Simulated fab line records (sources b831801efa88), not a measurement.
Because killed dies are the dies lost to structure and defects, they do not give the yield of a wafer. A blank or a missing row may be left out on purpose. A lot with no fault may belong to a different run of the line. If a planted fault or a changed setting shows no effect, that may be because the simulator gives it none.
Struck lot and sound lot, side by side | flow sky130 | 15 out of 708 route steps
Sound: wafers L708.1, L708.3, L708.5. Struck: wafer L714.1 (L714.2, L714.4, from the same lot, were not struck and are left out); the cause is given at the end.
At each step with rows: each side's tool, then ch and its chambers, then its first start. Under that, the readings that differ: sound wafers | struck wafers | difference of the means | sigmas: that difference in standard deviations of wafers without a fault.
alike: words and numbers the same on both sides, and readings whose means are apart by under 2 such deviations; not compared: readings that were withheld, readings missing a value for some wafer, numbers with overlapping values and no deviation given by the record, and bounds like >300 which may hide the same value.
Wherever a step has rows on one side only, a row that says differs or no value, or a row with sigmas, the two part there. Numbers that don't overlap but have no deviation are shown without sigmas and don't part them. Lack of a reading on every wafer of one side parts them only where that side has two or more wafers.

first, 1 step without rows for these wafers: SKY_VIA4_DEVELOP_10 (develop time 60 s).
SKY_VIA4_OVL_MEAS_11:
  sound on overlay-02 at day 43 17:37; struck on overlay-02 at day 45 05:39
  reading       | sound         | struck | difference | sigmas
  VIA4_OVL (nm) | 0.9 -0.8 -1.2 | 3.1    | +3.5       | +2
then, 1 step without rows for these wafers: SKY_VIA4_ETCH_12 (etches SiO2 in C4F8/O2/Ar, stops on TiN, target depth 580 nm).
SKY_VIA4_STRIP_13: strips in O2/N2.
  sound on plasma-asher-01 ch 0,1, day 43 17:44; struck on plasma-asher-02 ch 1, day 45 05:46
  alike: drypump-motor-current-A, oes-product-au, strip-time-to-endpoint-s
  not compared: rf-hours-counter-h
then, 3 steps without rows for these wafers: SKY_VIA4_STRIP_14 (strips in post etch residue remover, time 1200 s); SKY_VIA4_CLEAN_15 (cleans in IPA, time 180 s); SKY_VIA4_CLEAN_16 (cleans in O3/DIW).
SKY_VIA4_SPUTTER_17: material TiN, target thk 20 nm, time 80 s.
  sound on pvd-sputter-04 at day 43 18:21; struck on pvd-sputter-01 at day 45 06:21
  alike: cathode-dc-power-W, throttle-valve-pct
SKY_VIA4_CVD_18: deposits W, target thk 505 nm, time 152.14 s.
  sound on cvd-w-01 ch 0,1, day 43 18:25; struck on cvd-w-01 ch 0, day 45 06:25
  alike: heater-power-w
SKY_VIA4_RS_MEAS_19: measures by four-point-probe.
  sound on film-metro-01 at day 43 18:34; struck on film-metro-02 at day 45 06:34
  alike: VIA4_W_RS
SKY_VIA4_THK_MEAS_20: measures by xrf.
  sound on film-metro-01 at day 43 18:41; struck on film-metro-02 at day 45 06:41
  alike: VIA4_W_THK
SKY_VIA4_CMP_21: polishes, stops on SiO2, t overpolish 25 s, target thk 0 nm.
  sound on cmp-01 ch 0,2, day 43 18:47; struck on cmp-02 ch 1, day 45 06:44
  reading                | sound                | struck | difference | sigmas
  overpolish-run-s (s)   | 24.994 24.992 25.013 | 24.980 | -0.020     | -2
  time-to-endpoint-s (s) | 123 123 122          | 112    | -11        | -3
  alike: head-pressure-psi, motor-current-A
SKY_METAL5_SPUTTER_00: material Ti, target thk 15 nm, time 10 s.
  sound on pvd-sputter-02 at day 43 19:02; struck on pvd-sputter-04 at day 45 07:02
  reading                                   | sound            | struck | difference | sigmas
  model.Ti_of_METAL5_SPUTTER_00.thk-nm (nm) | 15.36 14.96 15.1 | 12.17  | -2.97      |
  alike: cathode-dc-power-W, throttle-valve-pct
SKY_METAL5_SPUTTER_01: material TiN, target thk 20 nm, time 16.7 s.
  sound on pvd-sputter-02 at day 43 19:04; struck on pvd-sputter-04 at day 45 07:04
  alike: cathode-dc-power-W, throttle-valve-pct
following that, these wafers have no rows for 1 step: SKY_PAD_OPEN_PROBE_99.

## WHERE THEY PART
Last at SKY_VIA4_CMP_21 as far as this record goes, first at SKY_VIA4_OVL_MEAS_11. Later steps at which nothing parts them and some readings are alike: SKY_METAL5_SPUTTER_00, SKY_METAL5_SPUTTER_01.

WHY: what had been put in by the simulator
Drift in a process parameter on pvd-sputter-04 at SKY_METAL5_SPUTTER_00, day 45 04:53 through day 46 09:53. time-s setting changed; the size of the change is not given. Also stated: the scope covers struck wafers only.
